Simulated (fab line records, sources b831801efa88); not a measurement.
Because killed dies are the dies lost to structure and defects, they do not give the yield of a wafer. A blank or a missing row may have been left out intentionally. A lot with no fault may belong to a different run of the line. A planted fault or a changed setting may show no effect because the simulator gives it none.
Which tool did it? :: flow sky130 :: 10 lots with 29 wafers sampled at 7 steps, on a route of 708 steps

== WHAT EACH GAUGE READ, for each wafer ==
SKY_CONTACT_RS_MEAS_25: measures by four-point-probe. Usual: CONTACT_W_RS 0.339 ohm/sq, standard deviation 0.0033.
lot: L906
measured: day 31 13:13
on: film-metro-04
CONTACT_W_RS (ohm/sq): 0.343 0.342 0.339
flag: 

lot: L907
measured: day 31 21:32
on: film-metro-04
CONTACT_W_RS (ohm/sq): 0.342 0.343 0.344
flag: 

lot: L911
measured: day 33 03:08
on: film-metro-01
CONTACT_W_RS (ohm/sq): 0.335 0.338 0.339
flag: 

lot: L909
measured: day 33 04:56
on: film-metro-01
CONTACT_W_RS (ohm/sq): 0.338 0.343 0.343
flag: 

lot: L913
measured: day 34 02:59
on: film-metro-02
CONTACT_W_RS (ohm/sq): 0.336 0.338 0.340
flag: 

lot: L915
measured: day 34 09:10
on: film-metro-01
CONTACT_W_RS (ohm/sq): 0.341 0.238 0.341 0.237
flag: OFF

lot: L916
measured: day 34 20:11
on: film-metro-04
CONTACT_W_RS (ohm/sq): 0.343 0.339 0.237 0.342 0.339 0.237
flag: OFF

lot: L925
measured: day 37 17:53
on: film-metro-02
CONTACT_W_RS (ohm/sq): 0.335 0.335 0.341
flag: 

lot: L926
measured: day 37 19:52
on: film-metro-02
CONTACT_W_RS (ohm/sq): 0.337 0.335 0.334
flag: 

lot: L928
measured: day 38 05:40
on: film-metro-04
CONTACT_W_RS (ohm/sq): 0.343 0.341 0.345
flag: 

SKY_CONTACT_THK_MEAS_26: measures by xrf. Usual: CONTACT_W_THK 345 nm, standard deviation 3.8.
lot: L906
measured: day 31 13:20
on: film-metro-04
CONTACT_W_THK (nm): 338 341 342
flag: 

lot: L907
measured: day 31 21:38
on: film-metro-04
CONTACT_W_THK (nm): 341 339 342
flag: 

lot: L911
measured: day 33 03:15
on: film-metro-01
CONTACT_W_THK (nm): 350 350 349
flag: 

lot: L909
measured: day 33 05:04
on: film-metro-01
CONTACT_W_THK (nm): 347 343 344
flag: 

lot: L913
measured: day 34 03:07
on: film-metro-02
CONTACT_W_THK (nm): 350 344 345
flag: 

lot: L915
measured: day 34 13:30
on: film-metro-01
CONTACT_W_THK (nm): 345 506 346 500
flag: OFF

lot: L916
measured: day 35 01:35
on: film-metro-04
CONTACT_W_THK (nm): 345 349 504 345 350 510
flag: OFF

lot: L925
measured: day 37 17:59
on: film-metro-02
CONTACT_W_THK (nm): 344 345 340
flag: 

lot: L926
measured: day 37 19:58
on: film-metro-02
CONTACT_W_THK (nm): 343 345 347
flag: 

lot: L928
measured: day 38 05:47
on: film-metro-04
CONTACT_W_THK (nm): 344 346 346
flag: 

SKY_METAL1_RS_MEAS_05: measures by four-point-probe. Usual: METAL1_ALCU_RS 0.1275 ohm/sq, standard deviation 0.0012.
lot: L906
measured: day 31 13:50
on: film-metro-03
METAL1_ALCU_RS (ohm/sq): 0.1258 0.1257 0.1256
flag: 

lot: L907
measured: day 31 22:09
on: film-metro-01
METAL1_ALCU_RS (ohm/sq): 0.1263 0.1265 0.1261
flag: 

lot: L911
measured: day 33 03:45
on: film-metro-04
METAL1_ALCU_RS (ohm/sq): 0.1269 0.1280 0.1279
flag: 

lot: L909
measured: day 33 05:34
on: film-metro-01
METAL1_ALCU_RS (ohm/sq): 0.1271 0.1286 0.1274
flag: 

lot: L913
measured: day 34 03:37
on: film-metro-01
METAL1_ALCU_RS (ohm/sq): 0.1276 0.1282 0.1284
flag: 

lot: L915
measured: day 34 16:28
on: film-metro-01
METAL1_ALCU_RS (ohm/sq): 0.1281 0.1276
flag: 

lot: L916
measured: day 35 06:34
on: film-metro-03
METAL1_ALCU_RS (ohm/sq): 0.1275 0.1271 0.1272
flag: 

lot: L925
measured: day 37 18:30
on: film-metro-01
METAL1_ALCU_RS (ohm/sq): 0.1313 0.1293 0.1307
flag: 

lot: L926
measured: day 37 20:29
on: film-metro-03
METAL1_ALCU_RS (ohm/sq): 0.1291 0.1292 0.1276
flag: 

lot: L928
measured: day 38 06:17
on: film-metro-03
METAL1_ALCU_RS (ohm/sq): 0.1280 0.1278 0.1267
flag: 

== WHICH TOOL RAN EACH LOT (tool, then ch and the chambers of the sampled wafers, then the start) ==
lot: L906
SKY_CONTACT_ETCH_16: rie-diel-01 ch 1,2,3, day 31 12:14
SKY_CONTACT_CVD_24: cvd-w-02 ch 0,1, day 31 13:06
SKY_CONTACT_CMP_27: cmp-01 ch 0,1,3, day 31 13:29
SKY_METAL1_SPUTTER_01: pvd-sputter-04, day 31 13:43

lot: L907
SKY_CONTACT_ETCH_16: rie-diel-03 ch 0,2,3, day 31 20:37
SKY_CONTACT_CVD_24: cvd-w-02 ch 0,1, day 31 21:24
SKY_CONTACT_CMP_27: cmp-02 ch 0,1,3, day 31 21:41
SKY_METAL1_SPUTTER_01: pvd-sputter-03, day 31 22:01

lot: L911
SKY_CONTACT_ETCH_16: rie-diel-01 ch 0,1,3, day 33 01:53
SKY_CONTACT_CVD_24: cvd-w-02 ch 0,1, day 33 03:01
SKY_CONTACT_CMP_27: cmp-01 ch 1,2, day 33 03:19
SKY_METAL1_SPUTTER_01: pvd-sputter-02, day 33 03:38

lot: L909
SKY_CONTACT_ETCH_16: rie-diel-04 ch 0,1,3, day 33 03:59
SKY_CONTACT_CVD_24: cvd-w-02 ch 0, day 33 04:50
SKY_CONTACT_CMP_27: cmp-01 ch 0,2,3, day 33 05:07
SKY_METAL1_SPUTTER_01: pvd-sputter-03, day 33 05:26

lot: L913
SKY_CONTACT_ETCH_16: rie-diel-03 ch 0,1,3, day 34 02:05
SKY_CONTACT_CVD_24: cvd-w-02 ch 0,1, day 34 02:53
SKY_CONTACT_CMP_27: cmp-01 ch 0,1,3, day 34 03:10
SKY_METAL1_SPUTTER_01: pvd-sputter-03, day 34 03:29

lot: L915
SKY_CONTACT_ETCH_16: rie-diel-01 ch 0,2, day 34 08:13
SKY_CONTACT_CVD_24: cvd-w-02 ch 0,1, day 34 09:03
SKY_CONTACT_CMP_27: cmp-02 ch 2,3, day 34 16:01
SKY_METAL1_SPUTTER_01: pvd-sputter-04, day 34 16:20

lot: L916
SKY_CONTACT_ETCH_16: rie-diel-04 ch 0,1,2, day 34 19:17
SKY_CONTACT_CVD_24: cvd-w-02 ch 0,1, day 34 20:05
SKY_CONTACT_CMP_27: cmp-02 ch 1,2,3, day 35 06:07
SKY_METAL1_SPUTTER_01: pvd-sputter-02, day 35 06:20

lot: L925
SKY_CONTACT_ETCH_16: rie-diel-01 ch 1,2,3, day 37 16:58
SKY_CONTACT_CVD_24: cvd-w-02 ch 0,1, day 37 17:45
SKY_CONTACT_CMP_27: cmp-01 ch 0,2, day 37 18:02
SKY_METAL1_SPUTTER_01: pvd-sputter-03, day 37 18:22

lot: L926
SKY_CONTACT_ETCH_16: rie-diel-03 ch 0,1,2, day 37 18:56
SKY_CONTACT_CVD_24: cvd-w-02 ch 0,1, day 37 19:44
SKY_CONTACT_CMP_27: cmp-02 ch 1,2, day 37 20:04
SKY_METAL1_SPUTTER_01: pvd-sputter-04, day 37 20:20

lot: L928
SKY_CONTACT_ETCH_16: rie-diel-01 ch 0,3, day 38 04:44
SKY_CONTACT_CVD_24: cvd-w-02 ch 0,1, day 38 05:34
SKY_CONTACT_CMP_27: cmp-01 ch 0,2,3, day 38 05:57
SKY_METAL1_SPUTTER_01: pvd-sputter-03, day 38 06:10
- SKY_CONTACT_ETCH_16: etches BARC in N2/H2, stops on SiO2, time 45.9 s, target depth 60 nm.
- SKY_CONTACT_CVD_24: deposits W, target thk 340 nm, time 102.12 s.
- SKY_CONTACT_CMP_27: polishes, stops on SiO2, t overpolish 15 s, target thk 0 nm.
- SKY_METAL1_SPUTTER_01: material TiN, target thk 20 nm, time 16.7 s.

== AS READ BY THE TOOLS THEMSELVES (means over the sampled wafers that have a number; for cases with no such wafer, the mark the record gives instead) ==
SKY_CONTACT_ETCH_16. Usual: drypump-motor-current-A 5.9 A, standard deviation 0.45; oes-product-au 0.855 a.u., standard deviation 0.0047; throttle-valve-pct 13.226 %, standard deviation 0.0096.
lot: L906
tool: rie-diel-01
drypump-motor-current-A (A): 5.7
oes-product-au (a.u.): 0.859
throttle-valve-pct (%): 13.220
flag: 

lot: L907
tool: rie-diel-03
drypump-motor-current-A (A): 5.8
oes-product-au (a.u.): 0.856
throttle-valve-pct (%): 13.229
flag: 

lot: L911
tool: rie-diel-01
drypump-motor-current-A (A): 5.9
oes-product-au (a.u.): 0.853
throttle-valve-pct (%): 13.225
flag: 

lot: L909
tool: rie-diel-04
drypump-motor-current-A (A): 5.6
oes-product-au (a.u.): 0.853
throttle-valve-pct (%): 13.229
flag: 

lot: L913
tool: rie-diel-03
drypump-motor-current-A (A): 5.8
oes-product-au (a.u.): 0.859
throttle-valve-pct (%): 13.219
flag: 

lot: L915
tool: rie-diel-01
drypump-motor-current-A (A): 6.2
oes-product-au (a.u.): 0.853
throttle-valve-pct (%): 13.224
flag: 

lot: L916
tool: rie-diel-04
drypump-motor-current-A (A): 6.1
oes-product-au (a.u.): 0.855
throttle-valve-pct (%): 13.220
flag: 

lot: L925
tool: rie-diel-01
drypump-motor-current-A (A): 5.7
oes-product-au (a.u.): 0.850
throttle-valve-pct (%): 13.227
flag: 

lot: L926
tool: rie-diel-03
drypump-motor-current-A (A): 6.0
oes-product-au (a.u.): 0.850
throttle-valve-pct (%): 13.227
flag: 

lot: L928
tool: rie-diel-01
drypump-motor-current-A (A): 6.2
oes-product-au (a.u.): 0.852
throttle-valve-pct (%): 13.232
flag: 

SKY_CONTACT_CVD_24. Usual: heater-power-outer-w 609 W, standard deviation 96; heater-power-w 952 W, standard deviation 140; susceptor-temp-C 399.97 C, standard deviation 0.22.
lot: L906
tool: cvd-w-02
heater-power-outer-w (W): 552
heater-power-w (W): 906
susceptor-temp-C (C): 399.90
flag: 

lot: L907
tool: cvd-w-02
heater-power-outer-w (W): 558
heater-power-w (W): 901
susceptor-temp-C (C): 400.03
flag: 

lot: L911
tool: cvd-w-02
heater-power-outer-w (W): 566
heater-power-w (W): 895
susceptor-temp-C (C): 400.06
flag: 

lot: L909
tool: cvd-w-02
heater-power-outer-w (W): 588
heater-power-w (W): 902
susceptor-temp-C (C): 399.82
flag: 

lot: L913
tool: cvd-w-02
heater-power-outer-w (W): 546
heater-power-w (W): 892
susceptor-temp-C (C): 400.04
flag: 

lot: L915
tool: cvd-w-02
heater-power-outer-w (W): 564
heater-power-w (W): 898
susceptor-temp-C (C): 399.78
flag: 

lot: L916
tool: cvd-w-02
heater-power-outer-w (W): 560
heater-power-w (W): 883
susceptor-temp-C (C): 400.00
flag: 

lot: L925
tool: cvd-w-02
heater-power-outer-w (W): 576
heater-power-w (W): 903
susceptor-temp-C (C): 400.24
flag: 

lot: L926
tool: cvd-w-02
heater-power-outer-w (W): 556
heater-power-w (W): 889
susceptor-temp-C (C): 399.80
flag: 

lot: L928
tool: cvd-w-02
heater-power-outer-w (W): 546
heater-power-w (W): 886
susceptor-temp-C (C): 399.88
flag: 

SKY_CONTACT_CMP_27. Usual: motor-current-A 10.7 A, standard deviation 0.99; retaining-ring-pressure-frac 1.000, standard deviation 0.0045; slurry-filter-dp-kPa 13.50 kPa, standard deviation 0.15; time-to-endpoint-s 81.5 s, standard deviation 2.8.
lot: L906
tool: cmp-01
motor-current-A (A): 10.7
retaining-ring-pressure-frac: 1.000
slurry-filter-dp-kPa (kPa): 13.44
time-to-endpoint-s (s): 81.5
flag: 

lot: L907
tool: cmp-02
motor-current-A (A): 11.1
retaining-ring-pressure-frac: 1.001
slurry-filter-dp-kPa (kPa): 13.73
time-to-endpoint-s (s): 80.4
flag: 

lot: L911
tool: cmp-01
motor-current-A (A): 9.7
retaining-ring-pressure-frac: 1.006
slurry-filter-dp-kPa (kPa): 13.57
time-to-endpoint-s (s): 83.9
flag: 

lot: L909
tool: cmp-01
motor-current-A (A): 10.3
retaining-ring-pressure-frac: 0.999
slurry-filter-dp-kPa (kPa): 13.48
time-to-endpoint-s (s): 85.2
flag: 

lot: L913
tool: cmp-01
motor-current-A (A): 10.8
retaining-ring-pressure-frac: 0.998
slurry-filter-dp-kPa (kPa): 13.68
time-to-endpoint-s (s): 82.0
flag: 

lot: L915
tool: cmp-02
motor-current-A (A): 10.2
retaining-ring-pressure-frac: 1.004
slurry-filter-dp-kPa (kPa): 13.48
time-to-endpoint-s (s): 94.2
flag: OFF

lot: L916
tool: cmp-02
motor-current-A (A): 11.1
retaining-ring-pressure-frac: 1.000
slurry-filter-dp-kPa (kPa): 13.41
time-to-endpoint-s (s): 92.1
flag: OFF

lot: L925
tool: cmp-01
motor-current-A (A): 10.5
retaining-ring-pressure-frac: 1.004
slurry-filter-dp-kPa (kPa): 13.32
time-to-endpoint-s (s): 83.8
flag: 

lot: L926
tool: cmp-02
motor-current-A (A): 12.0
retaining-ring-pressure-frac: 0.999
slurry-filter-dp-kPa (kPa): 13.49
time-to-endpoint-s (s): 85.9
flag: 

lot: L928
tool: cmp-01
motor-current-A (A): 10.8
retaining-ring-pressure-frac: 1.003
slurry-filter-dp-kPa (kPa): 13.33
time-to-endpoint-s (s): 84.7
flag: 

SKY_METAL1_SPUTTER_01. Usual: cathode-dc-power-W 6499.9 W, standard deviation 1.1; throttle-valve-pct 30.0 %, standard deviation 1.1.
lot: L906
tool: pvd-sputter-04
cathode-dc-power-W (W): 6500.4
throttle-valve-pct (%): 30.3
flag: 

lot: L907
tool: pvd-sputter-03
cathode-dc-power-W (W): 6499.7
throttle-valve-pct (%): 29.6
flag: 

lot: L911
tool: pvd-sputter-02
cathode-dc-power-W (W): 6500.2
throttle-valve-pct (%): 30.1
flag: 

lot: L909
tool: pvd-sputter-03
cathode-dc-power-W (W): 6499.6
throttle-valve-pct (%): 30.2
flag: 

lot: L913
tool: pvd-sputter-03
cathode-dc-power-W (W): 6498.9
throttle-valve-pct (%): 29.6
flag: 

lot: L915
tool: pvd-sputter-04
cathode-dc-power-W (W): 6499.4
throttle-valve-pct (%): 29.5
flag: 

lot: L916
tool: pvd-sputter-02
cathode-dc-power-W (W): 6501.4
throttle-valve-pct (%): 30.9
flag: 

lot: L925
tool: pvd-sputter-03
cathode-dc-power-W (W): 6500.2
throttle-valve-pct (%): 29.0
flag: 

lot: L926
tool: pvd-sputter-04
cathode-dc-power-W (W): 6500.9
throttle-valve-pct (%): 28.8
flag: 

lot: L928
tool: pvd-sputter-03
cathode-dc-power-W (W): 6499.8
throttle-valve-pct (%): 30.0
flag: 

== THE ANSWER, worked out from the rows above alone ==
Rule: a lot is off if the mean of its wafers that have a number lies more than 3 standard deviations from the usual mean. Also off: a lot with no number at a reading for which 4 or more lots have one. All remaining lots with rows at the step are treated as sound. First the gauges in route order, then the tools' own readings, where a lot's mean is used as printed above. At the first step where some lot is off, the reading lying furthest off is the one used; lots without a number count as furthest.
Off: at SKY_CONTACT_RS_MEAS_25 (CONTACT_W_RS), L915, L916.
If a tool, at a process step before that reading, ran all the lots that are off and no sound lot after the first of them, it fits. The gauges at SKY_CONTACT_RS_MEAS_25 aren't tried: what is off there is off at SKY_CONTACT_CMP_27 too, on other tools, and a gauge's error can't cause that. None of those tried fits.

== WHAT THE SIMULATOR HAD PUT IN ==
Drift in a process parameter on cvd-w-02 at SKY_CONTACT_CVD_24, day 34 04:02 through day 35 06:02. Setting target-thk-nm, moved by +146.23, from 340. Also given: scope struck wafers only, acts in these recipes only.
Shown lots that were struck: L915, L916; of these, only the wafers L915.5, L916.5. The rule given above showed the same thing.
